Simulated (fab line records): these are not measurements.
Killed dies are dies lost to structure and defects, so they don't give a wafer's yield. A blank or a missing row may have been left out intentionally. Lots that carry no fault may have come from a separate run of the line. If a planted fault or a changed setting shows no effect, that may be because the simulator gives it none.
Code-filled problem report in 8D (eight disciplines) form -- flow gf180mcu -- the parts of the form that need people (team, actions taken, sign-off) are left out

## 1. WHAT IS WRONG
At GF_HV_LDD_IMPLANT_48, doseIonsCm2 averages 2.8754e+13 over 6 wafers from 2 lots, while fault-free wafers read 2.9998e+13, standard deviation 2.8e+10. That puts it -44 standard deviations away from the usual mean.
First seen on wafer L720.3, day 16 04:09, on implanter-04. The record holds 18 wafers of 6 lots with a number at this step. By rule, "out" or "out of limits" means more than 4 standard deviations away from the usual mean. All remaining wafers that have a number are taken as sound.

## 2. WHAT IT IS, WHAT IT ISN'T
question,is,is not
which readings at this step,doseIonsCm2,-
which lots,"L720, L722","L719, L725, L727, L730"
which wafers of those lots,all that have a number,-
read on which tools,implanter-04,"implanter-01, implanter-03"
when,from day 16 04:09,"up to then (3 sound wafers); but 9 sound wafers of L725, L727, L730 came after"

## 3. WHAT RULES OUT EACH SUSPECT
Counting: a tool at a process step up to the reading stays a suspect if it ran every lot that is out and no sound lot after the first of them.
- implanter-04 at GF_HV_LDD_IMPLANT_48: kept. All lots that are out passed through it, beginning with L720 at day 16 04:09, and no sound lot followed; its final sound lot before that point was L719 at day 15 23:56. On those wafers its own readings are out: doseIonsCm2.
The count leaves implanter-04 at GF_HV_LDD_IMPLANT_48.

## 4. THE CAUSE (what the simulator had put in)
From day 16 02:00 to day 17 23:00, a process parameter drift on implanter-04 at GF_HV_LDD_IMPLANT_48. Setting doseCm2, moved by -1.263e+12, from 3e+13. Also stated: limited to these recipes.
The count eliminated every tool but this one.

## 5. THE EFFECT CHAIN, in route order
Each row: a reading where the mean over the struck wafers with a number is more than 3 standard deviations away from the usual. Only readings whose record carries a usual standard deviation are examined. hours: median over the lots of the time between each lot's start at the first step of this table that gives one and its start at this step. sigmas: the change, counted in usual standard deviations.
hours,step,reading,usual,on struck wafers,change,sigmas
0,GF_HV_LDD_IMPLANT_48,doseIonsCm2,2.9998e+13,2.8754e+13,-1.2443e+12,-44
Here are the process steps it includes:
- GF_HV_LDD_IMPLANT_48

## 6. WHAT WOULD HAVE CAUGHT IT SOONER
In this record the first reading out of limits was taken at day 16 04:09, 2 hours after the fault began at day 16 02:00.
